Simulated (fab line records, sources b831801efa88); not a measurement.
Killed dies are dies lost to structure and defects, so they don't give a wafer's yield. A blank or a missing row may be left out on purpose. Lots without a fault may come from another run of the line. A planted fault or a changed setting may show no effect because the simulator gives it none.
A struck lot beside a sound one | flow gf180mcu | 14 steps out of a route of 602
Sound: wafers L311.2, L311.3, L311.4. Struck: wafers L323.1, L323.2, L323.3. The cause comes at the end.
At each step with rows: each side's tool, then ch and its chambers, then its first start. Under that, the readings that differ: sound wafers | struck wafers | difference of the means | sigmas: that difference in standard deviations of wafers without a fault.
alike: readings whose means differ by less than 2 such deviations, and words and numbers that are the same on both sides. not compared: withheld readings, readings that some wafer has no value for, bounds like >300 that may hide the same value, and numbers for which the record gives no deviation and whose values overlap.
The two part at a step that has a row with sigmas, a row that says differs or no value, or rows on one side only. Numbers that don't overlap but have no deviation are shown without sigmas and don't part them. A reading that every wafer of one side lacks parts them only if that side has two wafers or more.

GF_V4_THK_MEAS_01:
  sound on film_metro-04, day 25 10:52; struck on film_metro-01, day 28 14:57
  reading            | sound       | struck      | difference | sigmas
  V4_CVD_00_THK (nm) | 596 592 588 | 613 613 606 | +19        | +2
GF_V4_CVD_02: deposits SiO2 from TEOS, target thk 850 nm, time 94.851 s.
  sound on pecvd-01 ch 0,2, day 25 10:55; struck on pecvd-01 ch 0,1,2, day 28 15:01
  alike: heater_power_w
GF_V4_THK_MEAS_03:
  sound on film_metro-03, day 25 10:59; struck on film_metro-03, day 28 15:05
  alike: V4_CVD_02_THK
GF_V4_CMP_04: polishes SiO2.
  sound on cmp-02 ch 1,2,3, day 25 11:02; struck on cmp-01 ch 1,2,3, day 28 15:08
  alike: motor_current_A, time_to_endpoint_s
GF_V4_BOW_MEAS_05:
  sound on film_metro-01, day 25 11:22; struck on film_metro-03, day 28 15:26
  alike: V4_BOW
then, 7 steps without rows for these wafers: GF_V4_DEHYDRATE_06 (time 60 s); GF_V4_HMDS_07 (prime time 60 s); GF_V4_COAT_08; GF_V4_COAT_09 (resist thk 1000 nm); GF_V4_SOFTBAKE_10 (time 60 s); GF_V4_EXPOSE_11 (exposes mask Via4, target cd 260 nm); GF_V4_PEB_12 (peb time 90 s).
GF_V4_DEVELOP_13: develop time 60 s.
  sound on litho_track-02 ch 0, day 26 09:41; struck on litho_track-04, day 29 11:08
  no value came back on the struck wafers for chill_plate_temp_C (C), develop_time_s (s); on the sound wafers chill_plate_temp_C (C) reads 22.98 23.06 22.98
  reading                             | sound             | struck         | difference | sigmas
  model.KrF_of_V4_COAT_09.thk_nm (nm) | 984.8 982.3 984.3 | 1001 1004 1004 | +19        |
GF_V4_CD_MEAS_14: target cd 260 nm.
  sound on cd_sem-01, day 26 09:49; struck on cd_sem-02, day 29 11:17
  reading    | sound             | struck | difference                    | sigmas
  cd_nm (nm) | 258.7 259.2 258.3 | - - -  | no value on the struck wafers |

WHERE THEY PART
First at GF_V4_THK_MEAS_01; last, within this record, at GF_V4_CD_MEAS_14.

WHY: what the simulator had put in
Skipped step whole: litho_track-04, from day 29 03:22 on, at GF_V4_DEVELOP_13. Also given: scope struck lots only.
